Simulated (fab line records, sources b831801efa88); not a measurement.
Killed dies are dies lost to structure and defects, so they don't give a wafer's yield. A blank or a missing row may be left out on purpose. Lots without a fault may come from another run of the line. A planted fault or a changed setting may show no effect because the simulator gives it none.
Which tool did it? | flow sky130 | 12 lots, 36 wafers sampled, at 5 steps of a route of 708

WHAT THE GAUGES READ, wafer by wafer
SKY_SD_N_RS_MEAS_16: measures by four-point-probe. Usual: SD_N_RS 68.51 ohm/sq, standard deviation 0.11.
lot  | measured     | on            | SD_N_RS (ohm/sq)                    | flag
L440 | day 27 20:56 | film_metro-02 | 68.46 68.40 68.34                   |
L439 | day 27 21:58 | film_metro-02 | 68.67 68.62 68.56                   |
L443 | day 29 12:16 | film_metro-01 | 68.46 68.40 68.54                   |
L446 | day 30 16:06 | film_metro-04 | 68.45 68.60 68.46                   |
L447 | day 30 18:25 | film_metro-01 | 68.46 68.45 68.31                   |
L455 | day 33 10:24 | film_metro-04 | 70.15 70.03 70.03 70.05 70.02 70.02 | OFF
L456 | day 33 12:38 | film_metro-02 | 69.94 69.92 69.96 70.03 70.11 69.90 | OFF
L457 | day 33 15:06 | film_metro-04 | 68.59 68.77 68.60                   |
L458 | day 34 04:37 | film_metro-04 | 68.57 68.57 68.66                   |
L460 | day 34 13:52 | film_metro-01 | 68.43 68.33 68.42                   |
L461 | day 34 18:59 | film_metro-01 | 68.57 68.46 68.51                   |
L462 | day 35 07:22 | film_metro-01 | 68.48 68.45 68.47                   |

SKY_LI_CONTACT_CD_MEAS_12: target cd 170 nm. Usual: cd_nm 170.0 nm, standard deviation 1.3.
lot  | measured     | on        | cd_nm (nm)        | flag
L440 | day 29 01:05 | cd_sem-02 | 169.6 169.2 170.1 |
L439 | day 29 02:17 | cd_sem-02 | 171.0 170.3 170.3 |
L443 | day 30 14:01 | cd_sem-01 | 170.1 171.1 170.8 |
L446 | day 31 19:40 | cd_sem-02 | 168.4 168.1 168.4 |
L447 | day 31 21:49 | cd_sem-01 | 169.0 169.2 169.3 |
L455 | day 34 13:50 | cd_sem-01 | 170.1 169.5 169.9 |
L456 | day 34 15:39 | cd_sem-01 | 170.7 172.0 170.9 |
L457 | day 34 18:19 | cd_sem-02 | 170.7 169.3 169.0 |
L458 | day 35 08:53 | cd_sem-02 | 168.6 168.6 169.4 |
L460 | day 35 17:59 | cd_sem-01 | 172.1 170.8 170.0 |
L461 | day 35 23:31 | cd_sem-02 | 171.3 171.8 172.7 |
L462 | day 36 09:53 | cd_sem-01 | 171.8 172.4 169.6 |

SKY_LOCAL_INTERCONNECT_THK_MEAS_02: measures by xrf. Usual: LOCAL_INTERCONNECT_TIN_THK 101.0 nm, standard deviation 1.3.
lot  | measured     | on            | LOCAL_INTERCONNECT_TIN_THK (nm) | flag
L440 | day 29 02:34 | film_metro-01 | 101.5 101.4 103.1               |
L439 | day 29 03:48 | film_metro-03 | 100.2 101.4 101.3               |
L443 | day 30 15:31 | film_metro-04 | 98.5 99.6 98.3                  |
L446 | day 31 21:10 | film_metro-03 | 100.8 101.8 100.6               |
L447 | day 31 23:19 | film_metro-03 | 100.7 101.7 102.6               |
L455 | day 34 15:31 | film_metro-03 | 100.0 100.4 101.7               |
L456 | day 34 17:15 | film_metro-03 | 100.1 99.8 100.2                |
L457 | day 34 19:48 | film_metro-01 | 103.8 103.7 102.4               |
L458 | day 35 10:29 | film_metro-04 | 99.6 98.7 100.1                 |
L460 | day 35 19:37 | film_metro-03 | 100.6 99.1 100.0                |
L461 | day 36 01:01 | film_metro-03 | 102.0 99.9 100.5                |
L462 | day 36 11:22 | film_metro-03 | 102.5 101.3 100.2               |

WHICH TOOL RAN EACH LOT (tool, then ch and the chambers of the sampled wafers, then the start)
lot  | SKY_SD_N_IMPLANT_10             | SKY_LI_CONTACT_CMP_02
L440 | implanter-02 ch 0, day 27 20:24 | cmp-02 ch 0,2,3, day 27 21:32
L439 | implanter-03 ch 0, day 27 21:21 | cmp-02 ch 0,2, day 27 22:34
L443 | implanter-04 ch 0, day 29 11:44 | cmp-01 ch 0,1,2, day 29 12:47
L446 | implanter-04 ch 0, day 30 15:35 | cmp-01 ch 2,3, day 30 16:37
L447 | implanter-03 ch 0, day 30 17:53 | cmp-01 ch 0,1,3, day 30 19:02
L455 | implanter-03 ch 0, day 33 09:48 | cmp-02 ch 0,3, day 33 14:35
L456 | implanter-03 ch 0, day 33 12:02 | cmp-01 ch 2,3, day 33 18:24
L457 | implanter-04 ch 0, day 33 14:35 | cmp-02 ch 0,1,3, day 33 15:41
L458 | implanter-02 ch 0, day 34 04:06 | cmp-01 ch 0,3, day 34 05:10
L460 | implanter-02 ch 0, day 34 13:19 | cmp-02 ch 0,1,3, day 34 14:46
L461 | implanter-04 ch 0, day 34 18:27 | cmp-02 ch 0,2,3, day 34 19:35
L462 | implanter-02 ch 0, day 35 06:51 | cmp-01 ch 2,3, day 35 07:52
- SKY_SD_N_IMPLANT_10
- SKY_LI_CONTACT_CMP_02: polishes PSG.

WHAT THE TOOLS THEMSELVES READ (means of the sampled wafers that have a number; where no wafer has one, the mark that the record gives instead)
SKY_SD_N_IMPLANT_10. Usual: beam_on_s 10.3 s, standard deviation 0.47; dose_ions_cm2 1.0003e+14, standard deviation 1.1e+11; faraday_current_uA 547, standard deviation 24.
lot  | tool         | beam_on_s (s) | dose_ions_cm2 | faraday_current_uA | flag
L440 | implanter-02 | 10.7          | 1.0008e+14    | 526                |
L439 | implanter-03 | 9.9           | 9.9997e+13    | 568                |
L443 | implanter-04 | 9.9           | 1.0002e+14    | 569                |
L446 | implanter-04 | 9.9           | 1.0002e+14    | 570                |
L447 | implanter-03 | 10.0          | 1.0022e+14    | 563                |
L455 | implanter-03 | 9.9           | 3.8730e+13    | 219                | OFF
L456 | implanter-03 | 9.7           | 3.8637e+13    | 223                | OFF
L457 | implanter-04 | 10.1          | 1.0008e+14    | 556                |
L458 | implanter-02 | 10.7          | 1.0004e+14    | 526                |
L460 | implanter-02 | 10.9          | 1.0018e+14    | 517                |
L461 | implanter-04 | 10.0          | 1.0004e+14    | 567                |
L462 | implanter-02 | 10.9          | 9.9977e+13    | 517                |

SKY_LI_CONTACT_CMP_02. Usual: head_pressure_psi 4.000 psi, standard deviation 0.0084; motor_current_A 12.3 A, standard deviation 0.93; slurry_filter_dp_kPa 13.49 kPa, standard deviation 0.15; time_to_endpoint_s 32.6 s, standard deviation 2.8.
lot  | tool   | head_pressure_psi (psi) | motor_current_A (A) | slurry_filter_dp_kPa (kPa) | time_to_endpoint_s (s) | flag
L440 | cmp-02 | 3.999                   | 12.8                | 13.45                      | 30.4                   |
L439 | cmp-02 | 4.007                   | 12.5                | 13.40                      | 30.8                   |
L443 | cmp-01 | 3.997                   | 12.3                | 13.39                      | 34.7                   |
L446 | cmp-01 | 4.002                   | 11.4                | 13.52                      | 32.2                   |
L447 | cmp-01 | 4.002                   | 11.9                | 13.43                      | 32.2                   |
L455 | cmp-02 | 4.005                   | 13.2                | 13.55                      | 29.8                   |
L456 | cmp-01 | 3.999                   | 11.2                | 13.45                      | 34.1                   |
L457 | cmp-02 | 4.001                   | 12.8                | 13.47                      | 33.4                   |
L458 | cmp-01 | 3.996                   | 11.1                | 13.63                      | 33.2                   |
L460 | cmp-02 | 4.000                   | 12.8                | 13.45                      | 30.3                   |
L461 | cmp-02 | 3.996                   | 12.9                | 13.46                      | 33.8                   |
L462 | cmp-01 | 4.002                   | 11.6                | 13.51                      | 31.1                   |

THE ANSWER, worked out from the rows above alone
Rule: a lot is off if the mean of its wafers that have a number lies more than 3 standard deviations from the usual mean. A lot without any number at a reading at which 4 lots or more have one is off too. The other lots that the step has rows for count as sound. The gauges are gone through in route order, then the tools' own readings, and for those a lot's mean is taken as printed above. The first step at which some lot is off is used, and at that step the reading that is off furthest; a lot without a number counts as furthest.
Off: L455, L456, at SKY_SD_N_RS_MEAS_16 (SD_N_RS).
A tool fits if, at a process step before that reading, it ran every lot that is off, and no sound lot after the first of them. The gauges at SKY_SD_N_RS_MEAS_16 aren't tried: what is off there is off at SKY_SD_N_IMPLANT_10 too, on other tools, and a gauge's error can't cause that. One fits: implanter-03 at SKY_SD_N_IMPLANT_10. Its last sound lot is L447 (day 30 17:53), its first lot that is off L455 (day 33 09:48): a fault that began between those two fits.
The tool's own readings at SKY_SD_N_IMPLANT_10 bear it out: on the lots that are off they differ by more than 5 times the standard deviation of the sound lots' means. dose_ions_cm2 reads 3.8684e+13 there against 1.0007e+14 on the sound lots; faraday_current_uA reads 221 there against 548 on the sound lots.

WHAT THE SIMULATOR HAD PUT IN
Process parameter drift: implanter-03, from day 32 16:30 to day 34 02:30, at SKY_SD_N_IMPLANT_10. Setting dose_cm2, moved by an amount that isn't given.
Lots struck among those shown: L455, L456. The rule above found the same.
